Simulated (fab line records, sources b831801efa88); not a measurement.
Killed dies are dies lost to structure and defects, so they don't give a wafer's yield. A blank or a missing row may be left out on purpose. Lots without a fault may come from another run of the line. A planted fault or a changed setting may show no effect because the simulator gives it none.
Problem report in the 8D (eight disciplines) form, filled by code | flow sky130 | the parts of the form that need people (team, actions taken, sign-off) are left out

1. THE PROBLEM
strip_time_to_endpoint_s at SKY_GATE_OXIDE_STRIP_13 reads a mean of 13.35 s on 6 wafers of 2 lots; wafers without a fault read 14.17 s with a standard deviation of 0.036. That is -23 standard deviations from the usual mean.
The step: strips in O2/N2.
First seen on wafer L545.1, day 17 15:32, on plasma_asher-01. The record holds 36 wafers of 12 lots with a number at this step. Rule for "out", or "out of limits": more than 4 standard deviations from the usual mean. The other wafers with a number count as sound.

2. WHAT IT IS AND WHAT IT IS NOT
question                    | is                       | is not
which readings at this step | strip_time_to_endpoint_s | drypump_motor_current_A
which lots                  | L545, L546               | L534, L536, L538, L539, L541, L544, L552, L553, L555, L556
which wafers of those lots  | all that have a number   | -
read on which tools         | plasma_asher-01          | plasma_asher-03, plasma_asher-04
when                        | from day 17 15:32        | up to then (18 sound wafers); but 12 sound wafers of L552, L553, L555, L556 came after

3. SUSPECTS, AND WHAT RULES EACH OUT
Counting: a tool at a process step up to the reading stays a suspect if it ran every lot that is out and no sound lot after the first of them.
- rie_diel-04 at SKY_SONOS_ONO_ETCH_15 (etches the open film in CHF3/O2, target depth 19.52 nm, time 7.8 s): ruled out as a lasting fault. Sound lots L556 ran on it after its first lot that is out, L545 (day 16 08:14).
- litho_track-03 at SKY_GATE_OXIDE_COAT_05 (resist thk 1140 nm): kept. It ran every lot that is out, first L545 (day 17 00:22), and no sound lot after that; its last sound lot up to then is L544 (day 16 14:28).
- plasma_asher-01 at SKY_GATE_OXIDE_STRIP_13 (strips in O2/N2): ruled out as a lasting fault. Sound lots L553, L555 ran on it after its first lot that is out, L545 (day 17 15:32).
Left after counting: litho_track-03 at SKY_GATE_OXIDE_COAT_05.

4. THE CAUSE (what the simulator had put in)
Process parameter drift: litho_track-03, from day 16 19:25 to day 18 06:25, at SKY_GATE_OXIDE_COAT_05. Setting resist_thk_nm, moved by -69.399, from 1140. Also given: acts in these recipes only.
Counting left only this tool.

5. THE CHAIN OF EFFECTS, in route order
Each row: a reading whose mean over the struck wafers that have a number lies more than 3 standard deviations from the usual. Only readings for which the record gives a usual standard deviation are gone through. hours: the time from each lot's start at the first step in this table that gives one to its start at this step, as a median over the lots. sigmas: the change in usual standard deviations.
hours | step                    | reading                  | usual   | on struck wafers | change | sigmas
0     | SKY_GATE_OXIDE_STRIP_13 | strip_time_to_endpoint_s | 14.17 s | 13.35            | -0.82  | -23
The process steps in it:
- SKY_GATE_OXIDE_STRIP_13: strips in O2/N2.

6. WHAT WOULD HAVE CAUGHT IT SOONER
In this record the first reading out of limits was taken at day 17 15:32, 20 hours after the fault began at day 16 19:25.
Of the tool readings at SKY_GATE_OXIDE_COAT_05 for which the record gives a usual standard deviation, none was out on any struck wafer, so an alarm limit of 4 standard deviations on them would not have fired.
All the lots that are out (2) had begun SKY_GATE_OXIDE_COAT_05 on litho_track-03 by day 17 15:32. A hold on the tool at that time would have spared none of them.
